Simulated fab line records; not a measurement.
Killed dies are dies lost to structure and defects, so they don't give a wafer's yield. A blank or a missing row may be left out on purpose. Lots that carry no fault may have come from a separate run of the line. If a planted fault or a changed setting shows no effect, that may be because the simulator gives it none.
fab line records    flow sky130
[record] lots = 14  wafers = 42  last-day = 50
route steps=708 shown FIELD_ISO@5 VT_ADJUST_NCORE@129 VT_ADJUST_HVTR@141 LDD_N@244
lots that met no fault: taken from a fault-free run of the same line
start-h: hours from the record's opening day to when the first of the lot's shown wafers began    wait-h: how many hours have passed since the lot's step before this one    " the same as in the row above    L1.1+2: several wafers, shown together as one row    - no value, or no start was given    * or withheld: withheld    < > ~ a bound
route shown NAME@n: a module of which the file shows steps, and the number in the route of the first    usual: mean and standard deviation over wafers with no fault    same: alike in all rows    chamber/n: place in a boat    sites: each site's reading    _std_site: their standard deviation    _edge_site: mean of outer sites minus mean of inner sites    radius-mm: how far each site lies from the wafer's centre    mask NAME#n: copy n    behind: the most recent tool/chamber to have shaped the wafer    hold: cause of the lot's hold/its duration in hours/its outcome    device: the n, p or np transistor that did not switch    end of line: tests run on the same wafers once the route is complete    a step without rows: its recipe alone    killed: count of dies lost to structure and defects at first sort (not the wafer's yield)    map: a wafer's dies, x killed, . not, _ none there
set.NAME: the setting as run; set.NAME@STEP: as run at that earlier step    model.NAME: the simulator's own value behind a step, which no gauge read
the route's steps for a sample of lots (tables are steps, rows are wafers)
services: from which hour (start-h, from the record's first day; less than 0 if before it) a tool's chamber was out of use, for how many hours, and why
[[steps]]
[step SKY_FIELD_ISO_THK_MEAS_04]
[recipe] reads = Si3N4_of_FIELD_ISO_CVD_03
[usual] FIELD_ISO_CVD_03_THK = 182.0/1.8
lot.wafer  tool           chamber  start-h  wait-h  FIELD_ISO_CVD_03_THK[nm]
L293.2     film-metro-02  -        38.92    0.0     179.2
L293.3     "              -        "        "       177.2
L293.4     "              -        "        "       176.9
L295.1     film-metro-02  -        51.19    0.0     181.0
L295.4     "              -        "        "       182.3
L295.5     "              -        "        "       182.6
L296.1     film-metro-02  -        54.44    0.0     181.4
L296.5     "              -        "        "       180.3
L296.6     "              -        "        "       181.5
L300.4     film-metro-04  -        74.21    0.0     185.2
L300.5     "              -        "        "       183.7
L300.6     "              -        "        "       182.8
L301.1     film-metro-02  -        80.44    0.0     182.2
L301.2     "              -        "        "       182.0
L301.6     "              -        "        "       182.5
L302.2     film-metro-04  -        88.69    0.0     183.3
L302.5     "              -        "        "       182.8
L302.6     "              -        "        "       183.5
L303.3     film-metro-01  -        90.49    0.0     181.9
L303.4     "              -        "        "       181.2
L303.6     "              -        "        "       181.4
L304.1     film-metro-02  -        93.48    0.0     183.7
L304.2     "              -        "        "       182.5
L304.4     "              -        "        "       182.2
L305.4     film-metro-01  -        98.51    0.0     181.8
L305.5     "              -        "        "       181.7
L305.6     "              -        "        "       180.9
L306.2     film-metro-02  -        104.45   0.0     180.4
L306.5     "              -        "        "       179.6
L306.6     "              -        "        "       180.6
L307.1     film-metro-02  -        108.48   0.0     181.0
L307.4     "              -        "        "       181.8
L307.5     "              -        "        "       180.6
L308.1     film-metro-02  -        113.94   0.0     185.2
L308.3     "              -        "        "       183.2
L308.6     "              -        "        "       184.0
L310.2     film-metro-02  -        124.03   0.0     184.6
L310.4     "              -        "        "       185.1
L310.6     "              -        "        "       184.1
L311.2     film-metro-02  -        129.68   0.0     183.1
L311.3     "              -        "        "       182.0
L311.6     "              -        "        "       182.3
[step SKY_VT_ADJUST_NCORE_STRIP_10]
[recipe] chemistry = O2/N2  power-w = 1400  pressure-mtorr = 1500  platen-temp-c = withheld  o2-flow-sccm = 3000  n2-flow-sccm = 300  overash-fraction = 0.5
[usual] chamber-pressure-mTorr = 1499.9/1.4  drypump-motor-current-A = 5.4/0.39  oes-product-au = 0.716/0.0044  strip-time-to-endpoint-s = 14.17/0.036
lot.wafer  tool             chamber  start-h  wait-h  chamber-pressure-mTorr  drypump-motor-current-A  oes-product-au  rf-hours-counter-h  strip-time-to-endpoint-s
L293.2     plasma-asher-01  1        214.89   0.1     1499.6                  5.7                      0.713           57                  14.19
L293.3     "                1        "        "       1499.6                  5.6                      0.717           -                   14.19
L293.4     "                0        "        "       1501.2                  4.9                      0.714           -                   14.22
L295.1     plasma-asher-03  1        235.48   0.1     -                       -                        -               -                   -
L295.4     "                1        "        "       -                       -                        -               -                   -
L295.5     "                0        "        "       -                       -                        -               -                   -
L296.1     plasma-asher-03  1        247.78   0.1     -                       -                        -               -                   -
L296.5     "                0        "        "       -                       -                        -               -                   -
L296.6     "                1        "        "       -                       -                        -               -                   -
L300.4     plasma-asher-04  0        269.06   0.1     1497.5                  5.6                      0.710           -                   14.21
L300.5     "                1        "        "       1499.1                  5.2                      0.703           -                   14.17
L300.6     "                0        "        "       1499.2                  5.6                      0.721           -                   14.19
L301.1     plasma-asher-03  1        276.38   0.1     1501.9                  5.9                      0.722           16                  14.21
L301.2     "                0        "        "       1498.5                  5.0                      0.715           16                  14.24
L301.6     "                1        "        "       1496.9                  5.9                      0.717           -                   14.22
L302.2     plasma-asher-03  0        289.44   0.1     1500.5                  5.0                      0.715           18                  14.16
L302.5     "                1        "        "       1498.6                  5.9                      0.717           -                   14.15
L302.6     "                0        "        "       1499.8                  5.0                      0.721           -                   14.22
L303.3     plasma-asher-03  0        295.01   0.1     1501.2                  5.0                      0.718           -                   14.13
L303.4     "                1        "        "       1501.4                  5.9                      0.714           -                   14.11
L303.6     "                0        "        "       1499.1                  5.0                      0.720           -                   14.10
L304.1     plasma-asher-03  0        300.44   0.1     1500.0                  5.0                      0.713           19                  14.15
L304.2     "                1        "        "       1498.2                  6.0                      0.722           19                  14.14
L304.4     "                1        "        "       1500.0                  6.0                      0.710           -                   14.16
L305.4     plasma-asher-03  1        304.66   0.1     1501.8                  5.9                      0.720           -                   14.12
L305.5     "                0        "        "       1499.4                  5.1                      0.717           -                   14.17
L305.6     "                1        "        "       1499.2                  5.9                      0.711           -                   14.19
L306.2     plasma-asher-03  0        310.38   0.1     1499.7                  5.0                      0.721           20                  14.17
L306.5     "                1        "        "       1499.3                  5.9                      0.717           -                   14.16
L306.6     "                0        "        "       1501.8                  5.0                      0.716           -                   14.19
L307.1     plasma-asher-04  1        320.58   0.1     1500.0                  5.1                      0.717           47                  14.22
L307.4     "                1        "        "       1499.7                  5.1                      0.716           -                   14.22
L307.5     "                0        "        "       1499.7                  5.6                      0.719           -                   14.20
L308.1     plasma-asher-03  1        332.19   0.1     1500.5                  5.9                      0.720           22                  14.18
L308.3     "                0        "        "       1498.2                  5.0                      0.711           -                   14.21
L308.6     "                1        "        "       1501.1                  5.9                      0.711           -                   14.16
L310.2     plasma-asher-04  0        342.18   0.1     1498.9                  5.6                      0.721           49                  14.23
L310.4     "                1        "        "       1499.8                  5.2                      0.710           -                   14.21
L310.6     "                0        "        "       1501.4                  5.6                      0.718           -                   14.24
L311.2     plasma-asher-03  1        345.63   0.1     1498.0                  5.9                      0.718           24                  14.14
L311.3     "                1        "        "       1499.6                  5.9                      0.714           -                   14.18
L311.6     "                1        "        "       1500.8                  5.9                      0.715           -                   14.20
[step SKY_VT_ADJUST_NCORE_TW_MEAS_11]
[usual] VT_ADJUST_NCORE_TW = 218/4
lot.wafer  tool           chamber  start-h  wait-h  VT_ADJUST_NCORE_TW
L293.2     film-metro-04  -        215.00   0.1     224
L293.3     "              -        "        "       223
L293.4     "              -        "        "       223
L295.1     film-metro-02  -        235.58   0.1     212
L295.4     "              -        "        "       213
L295.5     "              -        "        "       213
L296.1     film-metro-02  -        247.88   0.1     214
L296.5     "              -        "        "       213
L296.6     "              -        "        "       215
L300.4     film-metro-01  -        269.16   0.1     218
L300.5     "              -        "        "       219
L300.6     "              -        "        "       218
L301.1     film-metro-02  -        276.48   0.1     214
L301.2     "              -        "        "       214
L301.6     "              -        "        "       214
L302.2     film-metro-01  -        289.55   0.1     219
L302.5     "              -        "        "       218
L302.6     "              -        "        "       218
L303.3     film-metro-02  -        295.10   0.1     213
L303.4     "              -        "        "       212
L303.6     "              -        "        "       212
L304.1     film-metro-02  -        300.54   0.1     213
L304.2     "              -        "        "       213
L304.4     "              -        "        "       212
L305.4     film-metro-02  -        304.76   0.1     213
L305.5     "              -        "        "       212
L305.6     "              -        "        "       211
L306.2     film-metro-01  -        310.49   0.1     218
L306.5     "              -        "        "       217
L306.6     "              -        "        "       218
L307.1     film-metro-02  -        320.68   0.1     212
L307.4     "              -        "        "       212
L307.5     "              -        "        "       214
L308.1     film-metro-04  -        332.29   0.1     221
L308.3     "              -        "        "       222
L308.6     "              -        "        "       223
L310.2     film-metro-02  -        342.29   0.1     214
L310.4     "              -        "        "       214
L310.6     "              -        "        "       214
L311.2     film-metro-04  -        345.74   0.1     223
L311.3     "              -        "        "       223
L311.6     "              -        "        "       222
[step SKY_VT_ADJUST_HVTR_STRIP_10]
[recipe] chemistry = O2/N2  power-w = 1400  pressure-mtorr = 1500  platen-temp-c = withheld  o2-flow-sccm = 3000  n2-flow-sccm = 300  overash-fraction = 0.5
[usual] chamber-pressure-mTorr = 1499.8/1.3  drypump-motor-current-A = 5.6/0.64  oes-product-au = 0.716/0.0043  strip-time-to-endpoint-s = 14.18/0.036
lot.wafer  tool             chamber  start-h  wait-h  chamber-pressure-mTorr  drypump-motor-current-A  oes-product-au  rf-hours-counter-h  strip-time-to-endpoint-s
L293.2     plasma-asher-02  1        237.73   0.1     1500.9                  5.3                      0.717           48                  14.16
L293.3     "                1        "        "       1498.6                  5.3                      0.721           -                   14.15
L293.4     "                0        "        "       1499.7                  6.8                      0.725           -                   14.15
L295.1     plasma-asher-01  1        259.34   0.1     1501.1                  5.7                      0.719           61                  31.24
L295.4     "                1        "        "       1498.3                  5.7                      0.725           -                   31.24
L295.5     "                0        "        "       1500.1                  4.9                      0.726           -                   31.22
L296.1     plasma-asher-01  0        271.98   0.1     1499.5                  4.9                      0.719           62                  31.30
L296.5     "                0        "        "       1499.4                  4.9                      0.723           -                   31.15
L296.6     "                1        "        "       1499.1                  5.7                      0.725           -                   31.25
L300.4     plasma-asher-02  0        294.06   0.1     1499.4                  6.8                      0.718           -                   14.22
L300.5     "                1        "        "       1501.2                  5.3                      0.716           -                   14.18
L300.6     "                0        "        "       1501.5                  6.8                      0.719           -                   14.21
L301.1     plasma-asher-01  0        300.75   0.1     1498.4                  4.9                      0.706           65                  14.26
L301.2     "                1        "        "       1500.0                  5.7                      0.714           65                  14.25
L301.6     "                0        "        "       1500.1                  4.9                      0.714           -                   14.20
L302.2     plasma-asher-02  0        314.83   0.1     1498.9                  6.8                      0.725           56                  14.20
L302.5     "                0        "        "       1499.6                  6.7                      0.723           -                   14.18
L302.6     "                1        "        "       1500.7                  5.3                      0.718           -                   14.19
L303.3     plasma-asher-01  1        321.12   0.1     1499.1                  5.6                      0.718           -                   14.20
L303.4     "                0        "        "       1497.7                  4.9                      0.722           -                   14.19
L303.6     "                0        "        "       1501.7                  4.9                      0.713           -                   14.21
L304.1     plasma-asher-04  0        326.54   0.1     1501.9                  5.6                      0.713           47                  14.20
L304.2     "                1        "        "       1498.2                  5.1                      0.719           47                  14.15
L304.4     "                0        "        "       1499.5                  5.6                      0.711           -                   14.14
L305.4     plasma-asher-04  1        331.71   0.1     1499.3                  5.2                      0.716           -                   14.18
L305.5     "                1        "        "       1501.2                  5.2                      0.721           -                   14.16
L305.6     "                0        "        "       1499.8                  5.6                      0.723           -                   14.20
L306.2     plasma-asher-02  0        336.84   0.1     1496.5                  6.8                      0.716           59                  14.19
L306.5     "                0        "        "       1499.2                  6.8                      0.717           -                   14.20
L306.6     "                1        "        "       1501.0                  5.3                      0.729           -                   14.20
L307.1     plasma-asher-02  0        347.62   0.1     1499.0                  6.8                      0.713           60                  14.12
L307.4     "                1        "        "       1499.9                  5.3                      0.721           -                   14.20
L307.5     "                1        "        "       1499.7                  5.3                      0.716           -                   14.16
L308.1     plasma-asher-01  1        359.78   0.1     1500.6                  5.6                      0.713           69                  14.21
L308.3     "                1        "        "       1500.3                  5.6                      0.713           -                   14.23
L308.6     "                1        "        "       1500.3                  5.7                      0.717           -                   14.22
L310.2     plasma-asher-04  0        370.42   0.1     1500.6                  5.6                      0.718           52                  14.14
L310.4     "                0        "        "       1498.6                  5.7                      0.715           -                   14.11
L310.6     "                1        "        "       1501.2                  5.2                      0.718           -                   14.15
L311.2     plasma-asher-01  0        373.77   0.1     1501.3                  5.0                      0.711           70                  14.21
L311.3     "                1        "        "       1500.3                  5.7                      0.720           -                   14.21
L311.6     "                1        "        "       1500.1                  5.6                      0.708           -                   14.20
[step SKY_VT_ADJUST_HVTR_TW_MEAS_11]
[usual] VT_ADJUST_HVTR_TW = 209/3.1
lot.wafer  tool           chamber  start-h  wait-h  VT_ADJUST_HVTR_TW
L293.2     film-metro-03  -        237.84   0.1     208
L293.3     "              -        "        "       207
L293.4     "              -        "        "       208
L295.1     film-metro-02  -        259.44   0.1     29
L295.4     "              -        "        "       29
L295.5     "              -        "        "       29
L296.1     film-metro-03  -        272.08   0.1     30
L296.5     "              -        "        "       30
L296.6     "              -        "        "       30
L300.4     film-metro-03  -        294.16   0.1     209
L300.5     "              -        "        "       209
L300.6     "              -        "        "       209
L301.1     film-metro-03  -        300.85   0.1     209
L301.2     "              -        "        "       210
L301.6     "              -        "        "       210
L302.2     film-metro-03  -        314.94   0.1     208
L302.5     "              -        "        "       209
L302.6     "              -        "        "       209
L303.3     film-metro-02  -        321.21   0.1     206
L303.4     "              -        "        "       205
L303.6     "              -        "        "       205
L304.1     film-metro-03  -        326.64   0.1     209
L304.2     "              -        "        "       210
L304.4     "              -        "        "       211
L305.4     film-metro-02  -        331.81   0.1     206
L305.5     "              -        "        "       205
L305.6     "              -        "        "       205
L306.2     film-metro-03  -        336.95   0.1     210
L306.5     "              -        "        "       209
L306.6     "              -        "        "       209
L307.1     film-metro-04  -        347.72   0.1     213
L307.4     "              -        "        "       215
L307.5     "              -        "        "       216
L308.1     film-metro-04  -        359.88   0.1     215
L308.3     "              -        "        "       216
L308.6     "              -        "        "       214
L310.2     film-metro-03  -        370.53   0.1     212
L310.4     "              -        "        "       211
L310.6     "              -        "        "       212
L311.2     film-metro-04  -        373.88   0.1     213
L311.3     "              -        "        "       213
L311.6     "              -        "        "       215
[step SKY_LDD_N_OVL_MEAS_07]
[usual] LDD_N_OVL = 0.2/1.2
lot.wafer  tool        chamber  start-h  wait-h  LDD_N_OVL[nm]
L293.2     overlay-01  -        436.94   0.1     1.8
L293.3     "           -        "        "       0.0
L293.4     "           -        "        "       2.1
L295.1     overlay-02  -        467.68   0.1     0.8
L295.4     "           -        "        "       1.1
L295.5     "           -        "        "       -0.4
L296.1     overlay-02  -        498.27   0.1     -0.1
L296.5     "           -        "        "       -0.2
L296.6     "           -        "        "       0.4
L300.4     overlay-02  -        518.09   0.1     1.1
L300.5     "           -        "        "       -1.1
L300.6     "           -        "        "       1.0
L301.1     overlay-01  -        524.92   0.1     0.0
L301.2     "           -        "        "       0.2
L301.6     "           -        "        "       -1.1
L302.2     overlay-01  -        541.39   0.1     -0.5
L302.5     "           -        "        "       -1.9
L302.6     "           -        "        "       -0.6
L304.1     overlay-01  -        551.27   0.1     -1.0
L304.2     "           -        "        "       -2.5
L304.4     "           -        "        "       -2.6
L303.3     overlay-01  -        553.84   0.1     0.0
L303.4     "           -        "        "       -1.1
L303.6     "           -        "        "       1.6
L305.4     overlay-01  -        564.19   0.1     -1.0
L305.5     "           -        "        "       -0.1
L305.6     "           -        "        "       0.7
L306.2     overlay-01  -        566.88   0.1     1.6
L306.5     "           -        "        "       0.7
L306.6     "           -        "        "       -0.5
L307.1     overlay-02  -        573.52   0.1     -0.6
L307.4     "           -        "        "       -0.2
L307.5     "           -        "        "       -0.3
L308.1     overlay-02  -        588.78   0.1     1.8
L308.3     "           -        "        "       -2.0
L308.6     "           -        "        "       0.2
L310.2     overlay-01  -        595.07   0.1     -0.5
L310.4     "           -        "        "       2.9
L310.6     "           -        "        "       1.0
L311.2     overlay-02  -        599.72   0.1     1.3
L311.3     "           -        "        "       -0.1
L311.6     "           -        "        "       0.0
[[services]]
tool             chamber  start-h  hours  kind
plasma-asher-04  -        192.23   6.0    repair
plasma-asher-02  -        230.92   0.4    repair
plasma-asher-01  -        321.26   1.2    repair
plasma-asher-01  -        325.46   14.6   pm
plasma-asher-04  -        327.01   3.4    repair
plasma-asher-02  -        353.17   1.4    repair
[[key]]
[first-sign] step = SKY_VT_ADJUST_NCORE_STRIP_10  reading = tool-record  direction = missing
[effect] step = SKY_VT_ADJUST_HVTR_STRIP_10  reading = strip-time-to-endpoint-s  direction = up  sigmas = 99+  usual = *  struck = *
[effect] step = SKY_VT_ADJUST_HVTR_TW_MEAS_11  reading = VT_ADJUST_HVTR_TW  direction = down  sigmas = 58  usual = 209  struck = 29
met-at SKY_VT_ADJUST_NCORE_STRIP_10
struck-lots L295,L296
sort-left-out L295.1,L295.4,L295.5,L296.1,L296.5,L296.6
tester-left-out L295,L296
not-acting-at SKY_FIELD_ISO_THK_MEAS_04,SKY_VT_ADJUST_NCORE_TW_MEAS_11,SKY_LDD_N_OVL_MEAS_07
[fault] kind = skipped-step-whole  tool = plasma-asher-03  chamber = -  onset-h = 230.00  steps = SKY_VT_ADJUST_NCORE_STRIP_10  scope = struck-lots-only
// tester-left-out: of these lots the tester's yield and bins aren't shown, on N5 and GAA mostly nor the transistor test; their killed dies are dies lost to structure and defects alone, not to doping, threshold or leakage, so they don't give the yield
// sort-left-out: the simulated sort isn't trusted on such a fault, so these wafers' sort isn't shown, and their yield isn't known
